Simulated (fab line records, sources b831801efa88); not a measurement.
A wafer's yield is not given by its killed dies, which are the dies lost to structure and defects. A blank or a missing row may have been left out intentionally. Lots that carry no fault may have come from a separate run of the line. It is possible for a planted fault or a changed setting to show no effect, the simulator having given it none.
Which of the tools did it? :: flow gf180mcu :: 14 lots, 42 wafers sampled, at 3 steps of a route of 602

WHAT THE GAUGES SHOWED, per wafer
GF_M5_OVL_MEAS_08. Usual: M5_OVL typically reads -1 nm, with standard deviation 5.8.
lot: L820
measured: day 26 18:22
on: overlay-02
M5_OVL (nm): 0 4 6
flag: 

lot: L821
measured: day 27 05:07
on: overlay-02
M5_OVL (nm): -3 4 -8
flag: 

lot: L823
measured: day 27 20:55
on: overlay-02
M5_OVL (nm): 1 -2 -6
flag: 

lot: L824
measured: day 28 04:17
on: overlay-01
M5_OVL (nm): 1 0 3
flag: 

lot: L825
measured: day 28 10:10
on: overlay-01
M5_OVL (nm): -11 -1 0
flag: 

lot: L831
measured: day 30 05:51
on: overlay-01
M5_OVL (nm): -3 2 4
flag: 

lot: L833
measured: day 30 17:46
on: overlay-01
M5_OVL (nm): 6 7 10
flag: 

lot: L834
measured: day 31 04:49
on: overlay-01
M5_OVL (nm): 5 0 5
flag: 

lot: L835
measured: day 31 11:43
on: overlay-01
M5_OVL (nm): -6 -1 -6
flag: 

lot: L836
measured: day 31 17:19
on: overlay-01
M5_OVL (nm): 2 3 0
flag: 

lot: L837
measured: day 31 19:26
on: overlay-01
M5_OVL (nm): 7 1 1
flag: 

lot: L838
measured: day 32 04:37
on: overlay-01
M5_OVL (nm): -4 7 -3
flag: 

lot: L839
measured: day 32 08:00
on: overlay-01
M5_OVL (nm): -6 1 4
flag: 

lot: L841
measured: day 32 21:29
on: overlay-01
M5_OVL (nm): -5 -7 3
flag: 

TOOL THAT RAN EACH LOT (tool first, then ch and the chambers of the sampled wafers, then the start)
lot: L820
GF_SAB_ETCH_11: rie_diel-03 ch 0,1,3, day 15 12:11
GF_MIM_SPUTTER_09: pvd_sputter-02, day 24 23:18

lot: L821
GF_SAB_ETCH_11: rie_diel-01 ch 0,1,3, day 15 23:23
GF_MIM_SPUTTER_09: pvd_sputter-01, day 25 11:11

lot: L823
GF_SAB_ETCH_11: rie_diel-01 ch 0,2,3, day 16 17:28
GF_MIM_SPUTTER_09: pvd_sputter-03, day 26 03:47

lot: L824
GF_SAB_ETCH_11: rie_diel-01 ch 0,1,3, day 17 01:52
GF_MIM_SPUTTER_09: pvd_sputter-03, day 26 11:08

lot: L825
GF_SAB_ETCH_11: rie_diel-01 ch 0,3, day 17 06:55
GF_MIM_SPUTTER_09: pvd_sputter-03, day 26 17:23

lot: L831
GF_SAB_ETCH_11: rie_diel-02 ch 0,2,3, day 19 17:29
GF_MIM_SPUTTER_09: pvd_sputter-02, day 28 15:56

lot: L833
GF_SAB_ETCH_11: rie_diel-01 ch 0,1,3, day 20 05:49
GF_MIM_SPUTTER_09: pvd_sputter-03, day 29 03:20

lot: L834
GF_SAB_ETCH_11: rie_diel-02 ch 0,1,3, day 20 21:34
GF_MIM_SPUTTER_09: pvd_sputter-02, day 29 16:44

lot: L835
GF_SAB_ETCH_11: rie_diel-01 ch 0,2,3, day 21 07:38
GF_MIM_SPUTTER_09: pvd_sputter-01, day 29 22:20

lot: L836
GF_SAB_ETCH_11: rie_diel-01 ch 0,1, day 21 13:41
GF_MIM_SPUTTER_09: pvd_sputter-01, day 30 05:49

lot: L837
GF_SAB_ETCH_11: rie_diel-03 ch 1,2, day 21 18:50
GF_MIM_SPUTTER_09: pvd_sputter-01, day 30 07:25

lot: L838
GF_SAB_ETCH_11: rie_diel-03 ch 0,1,2, day 22 06:19
GF_MIM_SPUTTER_09: pvd_sputter-01, day 30 16:58

lot: L839
GF_SAB_ETCH_11: rie_diel-01 ch 0,1, day 22 11:05
GF_MIM_SPUTTER_09: pvd_sputter-02, day 30 20:53

lot: L841
GF_SAB_ETCH_11: rie_diel-03 ch 0,1, day 23 02:17
GF_MIM_SPUTTER_09: pvd_sputter-02, day 31 11:35
- GF_SAB_ETCH_11: etches SiO2 in C4F8/O2/Ar, target depth 55 nm, time 8.5 s.
- GF_MIM_SPUTTER_09: material TiN, target thk 35 nm, time 29.2 s.

AS READ BY THE TOOLS THEMSELVES (means over the sampled wafers that have a number; for cases with no such wafer, the mark the record gives instead)
GF_SAB_ETCH_11. Usual: bias_w 1200 W, standard deviation 3.8; oes_product_au 1.002 a.u., standard deviation 0.0079.
lot: L820
tool: rie_diel-03
bias_w (W): 1203
oes_product_au (a.u.): 1.003
flag: 

lot: L821
tool: rie_diel-01
bias_w (W): 1199
oes_product_au (a.u.): 1.012
flag: 

lot: L823
tool: rie_diel-01
bias_w (W): 1201
oes_product_au (a.u.): 1.004
flag: 

lot: L824
tool: rie_diel-01
bias_w (W): 1203
oes_product_au (a.u.): 0.997
flag: 

lot: L825
tool: rie_diel-01
bias_w (W): 1200
oes_product_au (a.u.): 1.001
flag: 

lot: L831
tool: rie_diel-02
bias_w (W): 1201
oes_product_au (a.u.): 0.994
flag: 

lot: L833
tool: rie_diel-01
bias_w (W): 1198
oes_product_au (a.u.): 1.003
flag: 

lot: L834
tool: rie_diel-02
bias_w (W): 1203
oes_product_au (a.u.): 1.003
flag: 

lot: L835
tool: rie_diel-01
bias_w (W): 1200
oes_product_au (a.u.): 1.004
flag: 

lot: L836
tool: rie_diel-01
bias_w (W): 1197
oes_product_au (a.u.): 1.003
flag: 

lot: L837
tool: rie_diel-03
bias_w (W): 1199
oes_product_au (a.u.): 1.001
flag: 

lot: L838
tool: rie_diel-03
bias_w (W): 1200
oes_product_au (a.u.): 0.998
flag: 

lot: L839
tool: rie_diel-01
bias_w (W): 1198
oes_product_au (a.u.): 1.010
flag: 

lot: L841
tool: rie_diel-03
bias_w (W): 1200
oes_product_au (a.u.): 0.995
flag: 

GF_MIM_SPUTTER_09. Usual: throttle_valve_pct at 30.6 %, with a standard deviation of 1.1.
lot: L820
tool: pvd_sputter-02
throttle_valve_pct (%): 30.6
flag: 

lot: L821
tool: pvd_sputter-01
throttle_valve_pct (%): 31.2
flag: 

lot: L823
tool: pvd_sputter-03
throttle_valve_pct (%): 31.5
flag: 

lot: L824
tool: pvd_sputter-03
throttle_valve_pct (%): 30.5
flag: 

lot: L825
tool: pvd_sputter-03
throttle_valve_pct (%): 29.8
flag: 

lot: L831
tool: pvd_sputter-02
throttle_valve_pct (%): 31.3
flag: 

lot: L833
tool: pvd_sputter-03
throttle_valve_pct (%): 30.2
flag: 

lot: L834
tool: pvd_sputter-02
throttle_valve_pct (%): 30.0
flag: 

lot: L835
tool: pvd_sputter-01
throttle_valve_pct (%): 30.7
flag: 

lot: L836
tool: pvd_sputter-01
throttle_valve_pct (%): 31.1
flag: 

lot: L837
tool: pvd_sputter-01
throttle_valve_pct (%): 31.1
flag: 

lot: L838
tool: pvd_sputter-01
throttle_valve_pct (%): 30.8
flag: 

lot: L839
tool: pvd_sputter-02
throttle_valve_pct (%): 29.5
flag: 

lot: L841
tool: pvd_sputter-02
throttle_valve_pct (%): 29.7
flag: 

THE ANSWER, worked out from the rows above alone
Rule: a lot is off if the mean of its wafers that have a number lies more than 3 standard deviations from the usual mean. A lot without any number at a reading at which 4 lots or more have one is off too. Any other lot the step has rows for is counted as sound. First the gauges in route order, then the tools' own readings, where a lot's mean is used as printed above. At the first step where some lot is off, the reading lying furthest off is the one used; lots without a number count as furthest.
No lot is off at any reading shown: from this, nothing can be told.

WHAT THE SIMULATOR HAD PUT IN
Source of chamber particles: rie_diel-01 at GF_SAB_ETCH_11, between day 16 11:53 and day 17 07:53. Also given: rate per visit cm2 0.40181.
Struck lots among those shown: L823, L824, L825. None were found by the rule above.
